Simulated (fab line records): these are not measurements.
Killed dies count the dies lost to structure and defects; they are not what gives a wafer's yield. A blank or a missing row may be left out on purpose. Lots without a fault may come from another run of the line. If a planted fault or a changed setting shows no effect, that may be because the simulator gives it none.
Comparing a struck lot with a sound one + flow sky130 + 35 steps out of a route of 708
Sound: the wafers L462.1, L462.2, L462.3. Wafers struck: L475.3, L475.4, L475.5. The cause is named last.
For every step that has rows: the tool of each side, followed by ch and its chambers, followed by its first start. Under that, the readings that differ: sound wafers + struck wafers + difference of the means + sigmas: that difference in standard deviations of wafers without a fault.
alike: readings whose means differ by less than 2 such deviations, and words and numbers that are the same on both sides. not compared: withheld readings, readings that some wafer has no value for, bounds like >300 that may hide the same value, and numbers for which the record gives no deviation and whose values overlap.
A row with sigmas, a row that says differs or no value, or rows on one side alone: a step with any of these is where the two part. Numbers that have no deviation but don't overlap get no sigmas and don't part them. A reading missing from all wafers of one side parts the sides only when that side holds two or more wafers.

first, 10 steps without rows for these wafers: SKY_CONTACT_ETCH_16 (etches BARC in N2/H2, stops on SiO2, time 45.9 s, target depth 60 nm); SKY_CONTACT_ETCH_17 (etches SiO2 in C4F8/O2/Ar, stops on Si3N4, target depth 340 nm); SKY_CONTACT_ETCH_18 (etches Si3N4 in CHF3/O2, stops on TiN, time 39 s, target depth 75 nm); SKY_CONTACT_STRIP_19 (strips in O2/N2); SKY_CONTACT_STRIP_20 (strips in post etch residue remover, time 1200 s); SKY_CONTACT_CLEAN_21 (cleans in IPA, time 180 s); SKY_CONTACT_CLEAN_22 (cleans in O3/DIW); SKY_CONTACT_SPUTTER_23 (material TiN, target thk 20 nm, time 80 s); SKY_CONTACT_CVD_24 (deposits W, target thk 340 nm, time 102.12 s); SKY_CONTACT_CMP_27 (polishes, stops on SiO2, t overpolish 15 s, target thk 0 nm).
SKY_METAL1_SPUTTER_00: material Ti, target thk 15 nm, time 10 s.
  struck on pvd-sputter-02, day 38 00:14; sound on pvd-sputter-02, day 34 15:05
  alike: throttle-valve-pct
then, 23 steps without rows for these wafers: SKY_METAL1_SPUTTER_01 (material TiN, target thk 20 nm, time 16.7 s); SKY_METAL1_SPUTTER_02 (material AlCu, target thk 250 nm, time 13.3 s); SKY_METAL1_SPUTTER_03 (material Ti, target thk 5 nm, time 3.3 s); SKY_METAL1_SPUTTER_04 (material TiN, target thk 70 nm, time 58.3 s); SKY_METAL1_DEHYDRATE_07 (time 60 s); SKY_METAL1_HMDS_08 (prime time 60 s); SKY_METAL1_COAT_09 (resist thk 60 nm); SKY_METAL1_COAT_10 (resist thk 450 nm); SKY_METAL1_SOFTBAKE_11 (time 90 s); SKY_METAL1_EXPOSE_12 (exposes mask MM1, target cd 140 nm); SKY_METAL1_PEB_13; SKY_METAL1_DEVELOP_14 (develop time 60 s); SKY_METAL1_DESCUM_17 (chemistry O2, time 8 s); SKY_METAL1_ETCH_18 (etches BARC in N2/H2, stops on SiO2, time 45.9 s, target depth 60 nm); SKY_METAL1_METAL_ETCH_19 (etches the open film in Cl2/BCl3, stops on SiO2, target depth 360 nm, time 78 s); SKY_METAL1_STRIP_20 (strips in O2/N2); SKY_METAL1_STRIP_21 (strips in post etch residue remover, time 1200 s); SKY_METAL1_CLEAN_22 (cleans in IPA, time 180 s); SKY_METAL1_CLEAN_23 (cleans in O3/DIW); SKY_VIA1_HDPCVD_00 (deposits SiO2, target thk 1030 nm, time 171.7 s); SKY_VIA1_CMP_02 (polishes SiO2); SKY_VIA1_DEHYDRATE_04 (time 60 s); SKY_VIA1_HMDS_05 (prime time 60 s).
-- the record jumps here: 12 days lie between the struck wafers' starts before and after (it left off in module VIA1 and takes up again in module PAD_OPEN, whose first step shown is number 708 of the route) --
SKY_PAD_OPEN_PROBE_99:
  struck on prober-02, day 50 07:43; sound on prober-01, day 48 00:20
| reading                               | sound               | struck            | difference | sigmas |
|---------------------------------------|---------------------|-------------------|------------|--------|
| defect-limited-yield (%)              | 84.1 80.1 83.9      | 74.0 78.3 77.4    | -6.1       | -3     |
| killed_at_M0_to_M3                    | 31 50 45            | 93 71 65          | +34        | +5     |
| killed-dies                           | 78 98 79            | 128 107 111       | +30        | +3     |
| sort_bin_3_pad_short (%)              | 0.4 0.8 0.6         | 1.6 1.4 1.8       | +1.0       | +3     |
| sort_bin_5_function (%)               | 10.4 11.8 8.5       | 16.1 13.6 14.0    | +4.3       | +3     |
| sort-n-pass                           | 414 394 413         | 364 385 381       | -30        | -3     |
| sort-yield-pct (%)                    | 84.1 80.1 83.9      | 74.0 78.3 77.4    | -6.1       | -3     |
| model.etest.tester.sort-n-pass        | 414 394 413         | 364 385 381       | -30        |        |
| model.etest.tester.sort-yield-pct (%) | 84.15 80.08 83.94   | 73.98 78.25 77.44 | -6.17      |        |
| model.etest.tester.sort_bin_5_pct (%) | 10.37 11.79 8.537   | 16.06 13.62 14.02 | +4.33      |        |
| model.etest.tester.sort_bin_3_pct (%) | 0.4065 0.813 0.6098 | 1.626 1.423 1.829 | +1.016     |        |
  alike: killed_at_M4_up, killed-at-contacts, killed-at-front-end, killed-at-other, killed-on-rim, killed-open, killed-short, sort_bin_6_memory

WHERE THEY PART
Only at SKY_PAD_OPEN_PROBE_99, within this record.

WHY: what had been put in by the simulator
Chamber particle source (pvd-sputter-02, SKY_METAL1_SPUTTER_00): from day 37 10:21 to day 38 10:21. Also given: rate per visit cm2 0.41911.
